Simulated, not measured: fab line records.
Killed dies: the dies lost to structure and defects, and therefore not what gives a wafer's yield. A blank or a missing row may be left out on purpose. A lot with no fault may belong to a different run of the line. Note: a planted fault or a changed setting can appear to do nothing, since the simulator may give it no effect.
Problem report in the 8D (eight disciplines) form, filled by code | flow sky130 | the parts of the form that need people (team, actions taken, sign-off) are left out

## 1. WHAT IS WRONG
Mean of oes_product_au at SKY_LI_CONTACT_ETCH_14: 0.818 a.u. across 2 wafers in 2 lots; on wafers with no fault it is 0.854 a.u. (standard deviation 0.0049). Relative to the usual mean, that is a shift of -7.3 standard deviations.
The step: etches BARC in N2/H2, stops on SiO2, time 45.9 s, target depth 60 nm.
Earliest sighting: wafer L601.4 on rie_diel-02 at day 35 21:12. Wafers with a number at this step in the record: 39, from 13 lots. By rule, "out" or "out of limits" means more than 4 standard deviations away from the usual mean. The rest of the wafers with a number are treated as sound.

## 2. WHAT IT IS, AND WHAT IT ISN'T
question                    | is                       | is not
which readings at this step | oes_product_au           | drypump_motor_current_A, h2_flow_sccm
which lots                  | L601, L603               | L581, L582, L583, L586, L588, L589, L591, L592, L593, L595, L604
which wafers of those lots  | L601.4, L603.5           | L601.2, L601.3, L603.1, L603.3
read on which tools         | rie_diel-02, rie_diel-03 | rie_diel-04
when                        | from day 35 21:12        | up to then (32 sound wafers); but 5 sound wafers of L603, L604 came after

## 3. SUSPECTS, AND WHAT RULES EACH OUT
Counting: if a tool at a process step up to the reading ran every lot that is out, it stays a suspect. Sound lots after the first of them don't rule it out here, since some wafers of a struck lot are sound.
- litho_track-01 at SKY_LI_CONTACT_COAT_06 (resist thk 60 nm): kept. It ran every lot that is out, first L601 (day 35 07:49); its last sound lot up to then is L588 (day 30 23:38).
After counting, what remains is litho_track-01 at SKY_LI_CONTACT_COAT_06.

## 4. THE CAUSE (what the simulator had put in)
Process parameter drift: litho_track-01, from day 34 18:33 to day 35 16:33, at SKY_LI_CONTACT_COAT_06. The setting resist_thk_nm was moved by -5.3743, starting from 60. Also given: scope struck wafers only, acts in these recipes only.
This tool alone remained once counting was done.

## 5. SEQUENCE OF EFFECTS, ordered by route
One row per reading whose mean, taken over the struck wafers that have a number, lies over 3 standard deviations from the usual. Readings are gone through only where the record gives a usual standard deviation; hours: the median, over the lots, of the time from a lot's start at the first step in this table giving one to that lot's start at this step; sigmas: the change measured in usual standard deviations.
hours | step                   | reading        | usual      | on struck wafers | change | sigmas
0     | SKY_LI_CONTACT_ETCH_14 | oes_product_au | 0.854 a.u. | 0.818            | -0.036 | -7.3
Here are the process steps it includes:
- SKY_LI_CONTACT_ETCH_14: etches BARC in N2/H2, stops on SiO2, time 45.9 s, target depth 60 nm.

## 6. HOW IT WOULD HAVE BEEN CAUGHT EARLIER
27 hours passed between the start of the fault at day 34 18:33 and the first reading out of limits in this record, taken at day 35 21:12.
All the lots that are out (2) had begun SKY_LI_CONTACT_COAT_06 on litho_track-01 by day 35 21:12. Had the tool been put on hold then, not one of them would have been saved.
